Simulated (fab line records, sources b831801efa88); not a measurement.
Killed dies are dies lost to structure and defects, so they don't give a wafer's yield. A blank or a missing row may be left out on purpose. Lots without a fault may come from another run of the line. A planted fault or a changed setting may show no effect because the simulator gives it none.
Chamber matching | flow sky130 | SKY_VIA3_CMP_24 on cmp-01: 4 sister chambers
The step polishes, stops on SiO2, t overpolish 20 s, target thk 0 nm. 22 wafers are shown with their chamber, then 11 later ones without.

WAFERS WITH THEIR CHAMBER
wafer  | chamber | motor_current_A (A) | time_to_endpoint_s (s) | overpolish_run_s (s)
L074.1 | 3       | 9.9                 | 100                    | 20.008
L074.3 | 0       | 14.3                | 89                     | 20.005
L074.4 | 1       | 10.7                | 101                    | 19.990
L075.4 | 2       | 11.4                | 100                    | 19.999
L075.5 | 0       | 13.8                | 90                     | 20.014
L075.6 | 3       | 10.0                | 97                     | 19.997
L077.1 | 1       | 11.4                | 104                    | 20.003
L077.5 | 1       | 10.9                | 104                    | 19.984
L077.6 | 0       | 14.4                | 99                     | 19.999
L078.2 | 2       | 12.1                | 99                     | 20.000
L078.3 | 3       | 10.3                | 106                    | 20.009
L078.5 | 2       | 11.6                | 99                     | 19.996
L079.1 | 3       | 10.5                | 100                    | 19.998
L079.2 | 2       | 11.3                | 99                     | 20.002
L079.6 | 2       | 11.8                | 95                     | 19.992
L081.1 | 2       | 11.3                | 92                     | 19.994
L081.3 | 1       | 11.0                | 95                     | 20.003
L081.4 | 3       | 10.1                | 93                     | 20.001
L083.2 | 2       | 11.4                | 96                     | 20.018
L083.3 | 3       | 9.6                 | 101                    | 19.991
L083.4 | 1       | 11.2                | 104                    | 20.005
L084.2 | 1       | 11.1                | 103                    | 20.004

SIGNATURES (means of the wafers above)
reading            | chamber 0 | chamber 1 | chamber 2 | chamber 3 | scatter within a chamber
motor_current_A    | 14.167    | 11.050    | 11.557    | 10.067    | 0.292
time_to_endpoint_s | 92.67     | 101.83    | 97.14     | 99.50     | 3.86
overpolish_run_s   | 20.00600  | 19.99817  | 20.00014  | 20.00067  | 0.00813
Rule: a wafer's distance from a chamber is the root of the sum, over the readings, of the square of ((its reading less the chamber's mean) divided by the reading's scatter). The wafer belongs to the nearest chamber; if the next one is less than 2 further off, it can't be placed. The scatter: the root of (the sum of the squares of (reading less its chamber's mean) over the shown wafers, divided by (wafers less chambers)).

WAFERS WITHOUT THEIR CHAMBER
wafer  | motor_current_A (A) | time_to_endpoint_s (s) | overpolish_run_s (s)
L084.4 | 11.4                | 96                     | 19.982
L084.5 | 10.9                | 102                    | 20.012
L087.1 | 13.9                | 94                     | 20.019
L087.3 | 10.2                | 103                    | 19.994
L087.5 | 10.5                | 105                    | 19.992
L091.1 | 14.0                | 93                     | 20.004
L091.4 | 11.2                | 101                    | 19.990
L091.5 | 11.6                | 107                    | 20.007
L096.1 | 10.5                | 104                    | 19.996
L096.2 | 11.3                | 104                    | 20.006
L096.5 | 10.0                | 104                    | 19.998

WHICH CHAMBER EACH WENT THROUGH
wafer  | from the rows above          | in truth
L084.4 | can't be placed: 2 or 1      | 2
L084.5 | can't be placed: 1 or 2 or 3 | 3
L087.1 | 0                            | 0
L087.3 | can't be placed: 3 or 1      | 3
L087.5 | can't be placed: 1 or 3      | 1
L091.1 | 0                            | 0
L091.4 | can't be placed: 1 or 2      | 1
L091.5 | can't be placed: 1 or 2      | 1
L096.1 | can't be placed: 3 or 1      | 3
L096.2 | can't be placed: 1 or 2      | 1
L096.5 | 3                            | 3
Placed correctly: 3 of 11. Can't be placed from these rows: 8 (the true chamber is among the candidates in 8). Placed wrongly: 0.
